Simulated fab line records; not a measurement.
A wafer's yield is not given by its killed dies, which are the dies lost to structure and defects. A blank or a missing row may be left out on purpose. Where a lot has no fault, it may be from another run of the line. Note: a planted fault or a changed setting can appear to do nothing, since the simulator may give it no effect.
Struck lot and sound lot, side by side | flow sky130 | 14 steps out of a route of 708
Sound: wafers L238.1, L238.4, L238.5. Struck: wafers L252.1, L252.5, L252.6. The cause is given at the end.
At each step with rows: each side's tool, then ch and its chambers, then its first start. Under that, the readings that differ: sound wafers | struck wafers | difference of the means | sigmas: that difference in standard deviations of wafers without a fault.
alike: readings with means less than 2 such deviations apart, plus words and numbers identical on both sides. not compared: withheld readings, readings lacking a value on some wafer, bounds such as >300 that could conceal the same value, and numbers that have no deviation in the record and whose values overlap.
Wherever a step has rows on one side only, a row that says differs or no value, or a row with sigmas, the two part there. When numbers do not overlap yet have no deviation, they are printed without sigmas and do not part them. Lack of a reading on every wafer of one side parts them only where that side has two or more wafers.

first, 1 step without rows for these wafers: SKY_CAPM_DEVELOP_11 (develop time 60 s).
SKY_CAPM_OVL_MEAS_12:
  sound on overlay-02 at day 40 20:07; struck on overlay-02 at day 44 10:33
  alike: CAPM_OVL
SKY_CAPM_METAL_ETCH_13: etches TiN in Cl2/BCl3, stops on SiO2, target depth 220 nm, time 62.9 s.
  sound on rie metal-02 ch 0, day 40 20:08; struck on rie metal-03 ch 0,1, day 44 10:35
  alike: bcl3 flow sccm, drypump motor current A, mfc cl2 sccm, oes product au, throttle valve pct
  not compared: rf hours counter h
SKY_CAPM_STRIP_14: strips in O2/N2.
  sound on plasma asher-02 ch 0,1, day 40 20:13; struck on plasma asher-01 ch 0,1, day 44 10:41
  alike: drypump motor current A, oes product au, strip time to endpoint s
  not compared: rf hours counter h
then, 8 steps without rows for these wafers: SKY_CAPM_STRIP_15 (strips in post etch residue remover, time 1200 s); SKY_CAPM_CLEAN_16 (cleans in IPA, time 180 s); SKY_CAPM_CLEAN_17 (cleans in O3/DIW); SKY_METAL3_DEHYDRATE_05 (time 60 s); SKY_METAL3_HMDS_06 (prime time 60 s); SKY_METAL3_COAT_07 (resist thk 60 nm); SKY_METAL3_COAT_08 (resist thk 1140 nm); SKY_METAL3_SOFTBAKE_09 (time 90 s).
SKY_METAL3_EXPOSE_10: exposes mask MM3, target cd 300 nm.
  struck on krf scanner-02, day 44 23:26; sound on krf scanner-01 ch 0, day 41 09:03
  no value came back on the struck wafers for exposure dose mJ cm2, focus offset nm (nm), reticle temp C (C); on the sound wafers exposure dose mJ cm2 reads 27.92 27.94 27.89
  alike: mask
following that, these wafers have no rows for 1 step: SKY_METAL3_PEB_11.

WHERE THEY PART
Within this record, at SKY_METAL3_EXPOSE_10 only.

WHY: what the simulator had put in
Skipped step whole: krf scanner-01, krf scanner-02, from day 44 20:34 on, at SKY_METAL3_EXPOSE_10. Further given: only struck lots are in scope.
